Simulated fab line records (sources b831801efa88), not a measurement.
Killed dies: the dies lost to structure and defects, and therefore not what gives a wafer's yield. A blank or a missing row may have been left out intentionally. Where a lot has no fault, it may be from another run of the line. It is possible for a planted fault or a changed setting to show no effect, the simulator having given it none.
Chamber matching / flow gf180mcu / GF_V1_CVD_02 on pecvd-01: 3 sister chambers
The step deposits SiO2 from TEOS, target thk 850 nm, time 94.851 s. 3 wafers are shown with their chamber, then 10 later ones without.

== WAFERS WITH THEIR CHAMBER ==
wafer=L084.6; chamber=2; heater-power-w (W)=616
wafer=L085.6; chamber=1; heater-power-w (W)=819
wafer=L089.4; chamber=0; heater-power-w (W)=679

== WAFERS MISSING THEIR CHAMBER ==
wafer=L089.6; heater-power-w (W)=671
wafer=L090.2; heater-power-w (W)=778
wafer=L090.3; heater-power-w (W)=672
wafer=L090.6; heater-power-w (W)=787
wafer=L092.1; heater-power-w (W)=641
wafer=L092.2; heater-power-w (W)=746
wafer=L092.5; heater-power-w (W)=567
wafer=L095.1; heater-power-w (W)=693
wafer=L095.2; heater-power-w (W)=833
wafer=L095.3; heater-power-w (W)=502

== EACH ONE'S CHAMBER ==
wafer=L089.6; from the rows above=can't be placed: 0 or 2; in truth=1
wafer=L090.2; from the rows above=can't be placed: 1 or 0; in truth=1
wafer=L090.3; from the rows above=can't be placed: 0 or 2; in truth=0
wafer=L090.6; from the rows above=can't be placed: 1 or 0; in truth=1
wafer=L092.1; from the rows above=can't be placed: 2 or 0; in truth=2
wafer=L092.2; from the rows above=can't be placed: 0 or 1 or 2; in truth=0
wafer=L092.5; from the rows above=can't be placed: 2 or 0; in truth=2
wafer=L095.1; from the rows above=can't be placed: 0 or 2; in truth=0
wafer=L095.2; from the rows above=1; in truth=1
wafer=L095.3; from the rows above=can't be placed: 2 or 0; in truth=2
Correct placement for 1 of the 10. These rows do not allow placing 9 (true chamber among the candidates in 8). Placed wrongly: 0.
How it was worked out, from the rows above alone: a wafer's distance from a chamber is the root of the sum, over the readings, of the square of ((its reading less the chamber's mean) divided by the reading's scatter). If the next closest chamber is less than 2 further off than the closest, the wafer can't be placed; otherwise it belongs to the closest. Each chamber's mean is taken over the wafers shown for it. The scatter: with one shown wafer a chamber, the root of the mean of the squares of how far each hidden wafer lies from its nearest shown one.
